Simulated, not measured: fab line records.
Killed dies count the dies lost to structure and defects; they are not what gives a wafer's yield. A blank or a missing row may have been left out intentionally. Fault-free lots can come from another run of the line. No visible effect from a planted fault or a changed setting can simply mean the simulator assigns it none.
Split-lot study + flow sfq-line + 5 lots, 27 wafers read, on a route of 325 steps

## ABOUT THE SPLIT
At SFQ_TRILAYER_M0_ETCH_METAL_ETCH_024 (etches Nb in Cl2/Ar, stops on SiO2, target depth 240 nm, time 120 s), the setting time-s was moved away from the recipe's 120 s on 6 of the 27 wafers read, by -22.8% to -20.4%. This setting was run at the recipe's value on the other wafers.

The reading is taken at the split's own step.

## THE READING
oes-product-au, in a.u., at SFQ_TRILAYER_M0_ETCH_METAL_ETCH_024 (etches Nb in Cl2/Ar, stops on SiO2, target depth 240 nm, time 120 s). A value of 0.876 a.u. with a standard deviation of 0.0056 a.u. is what fault-free wafers of this fab line usually give.

| wafer  | tool, chamber at the split | time-s as run, s | against the recipe | oes-product-au, a.u. | against lot-mates on the recipe |
|--------|----------------------------|------------------|--------------------|----------------------|---------------------------------|
| L074.1 | rie-metal-04, 0            | 120              | recipe             | 0.881                | -                               |
| L074.2 | rie-metal-04, 1            | 120              | recipe             | 0.874                | -                               |
| L074.3 | rie-metal-04, 0            | 120              | recipe             | 0.875                | -                               |
| L074.4 | rie-metal-04, 1            | 120              | recipe             | 0.878                | -                               |
| L074.5 | rie-metal-04, 1            | 120              | recipe             | 0.872                | -                               |
| L074.6 | rie-metal-04, 0            | 120              | recipe             | 0.878                | -                               |
| L075.1 | rie-metal-03, 0            | 120              | recipe             | 0.874                | -                               |
| L075.2 | rie-metal-03, 1            | 120              | recipe             | 0.866                | -                               |
| L075.3 | rie-metal-03, 0            | 120              | recipe             | 0.871                | -                               |
| L075.4 | rie-metal-03, 1            | 120              | recipe             | 0.882                | -                               |
| L075.5 | rie-metal-03, 1            | 120              | recipe             | 0.871                | -                               |
| L075.6 | rie-metal-03, 0            | 120              | recipe             | 0.880                | -                               |
| L081.3 | rie-metal-01, 0            | 120              | recipe             | 0.880                | -                               |
| L081.4 | rie-metal-01, 1            | 120              | recipe             | 0.876                | -                               |
| L081.5 | rie-metal-01, 0            | 120              | recipe             | 0.880                | -                               |
| L083.1 | rie-metal-04, 0            | 120              | recipe             | 0.874                | -                               |
| L083.2 | rie-metal-04, 1            | 92.6             | -22.8%             | 0.994                | +0.117                          |
| L083.3 | rie-metal-04, 0            | 92.6             | -22.8%             | 0.988                | +0.111                          |
| L083.4 | rie-metal-04, 1            | 92.6             | -22.8%             | 0.994                | +0.117                          |
| L083.5 | rie-metal-04, 0            | 120              | recipe             | 0.883                | -                               |
| L083.6 | rie-metal-04, 1            | 120              | recipe             | 0.873                | -                               |
| L084.1 | rie-metal-04, 1            | 120              | recipe             | 0.874                | -                               |
| L084.2 | rie-metal-04, 0            | 95.52            | -20.4%             | 0.982                | +0.107                          |
| L084.3 | rie-metal-04, 0            | 120              | recipe             | 0.874                | -                               |
| L084.4 | rie-metal-04, 1            | 95.52            | -20.4%             | 0.990                | +0.115                          |
| L084.5 | rie-metal-04, 1            | 95.52            | -20.4%             | 0.991                | +0.116                          |
| L084.6 | rie-metal-04, 0            | 120              | recipe             | 0.876                | -                               |

FIT RESULTS
A straight line over all 27 wafers: oes-product-au changes by -0.00526 a.u. for each +1% of time-s; r = -1.00; the points scatter about the line by 0.0047 a.u.
The same after taking each lot's own level away (the mean of its wafers on the recipe; 27 wafers): -0.00526 a.u. for each +1%; r = -1.00; scatter 0.0047 a.u.
The reading moves by 0.12 a.u. for the largest change in time-s, on that fit.
Measured against the standard deviation above, the lots' own levels, which go from 0.8740 to 0.8787 a.u., span 0.8 times it.
The two slopes agree, so the slope changes little with the lot-to-lot level.
Check: +0.121 a.u. against its lot-mates is what the line predicts for one of the wafers moved furthest among these (-22.8%) when that wafer is left out of the fit. It came out at +0.117 a.u. against them.
Tool readings at the split's step, against how far the setting was moved: oes-product-au r = -1.00.

## ADDITIONAL SPLITS CARRIED BY THESE WAFERS
Note: prior to the reading, these wafers also went through further splits. Each is held against what the fit with the lots' levels taken away leaves over:
| other split on the same wafers                | wafers away from the commonest value | r with oes-product-au (lot level and that fit taken away) |
|-----------------------------------------------|--------------------------------------|-----------------------------------------------------------|
| SFQ_TRILAYER_INCOMING_OXIDATION_002 ox-time-s | 21                                   | -0.06                                                     |
| SFQ_TRILAYER_L0_ETCH_METAL_ETCH_008 time-s    | 6                                    | +0.15                                                     |

## THE WHOLE CHAIN: every reading that the file lists as answering this split, in the file's order
| step                                | what it does                                                        | reading                                                                                   | change (the file's fit)                   | r (the file's) |
|-------------------------------------|---------------------------------------------------------------------|-------------------------------------------------------------------------------------------|-------------------------------------------|----------------|
| SFQ_TRILAYER_M0_ETCH_METAL_ETCH_024 | etches Nb in Cl2/Ar, stops on SiO2, target depth 240 nm, time 120 s | oes-product-au                                                                            | -0.00526 a.u. for each +1% of the setting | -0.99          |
| SFQ_TRILAYER_M0_ETCH_METAL_ETCH_024 | etches Nb in Cl2/Ar, stops on SiO2, target depth 240 nm, time 120 s | KrF_of_TRILAYER_M0_LITHO_COAT_021.thk-nm (the simulator's own value, which no gauge read) | -1.39 nm for each +1% of the setting      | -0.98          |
| SFQ_TRILAYER_M0_ETCH_METAL_ETCH_024 | etches Nb in Cl2/Ar, stops on SiO2, target depth 240 nm, time 120 s | etch.depth-nm (the simulator's own value, which no gauge read)                            | +0.361 nm for each +1% of the setting     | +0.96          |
| SFQ_TRILAYER_M0_ETCH_METAL_ETCH_024 | etches Nb in Cl2/Ar, stops on SiO2, target depth 240 nm, time 120 s | M0.feature-depth-nm (the simulator's own value, which no gauge read)                      | +0.346 nm for each +1% of the setting     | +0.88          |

## FILE'S OWN FIT
oes-product-au changes by -0.00526 a.u. for each +1% of time-s, r = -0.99.
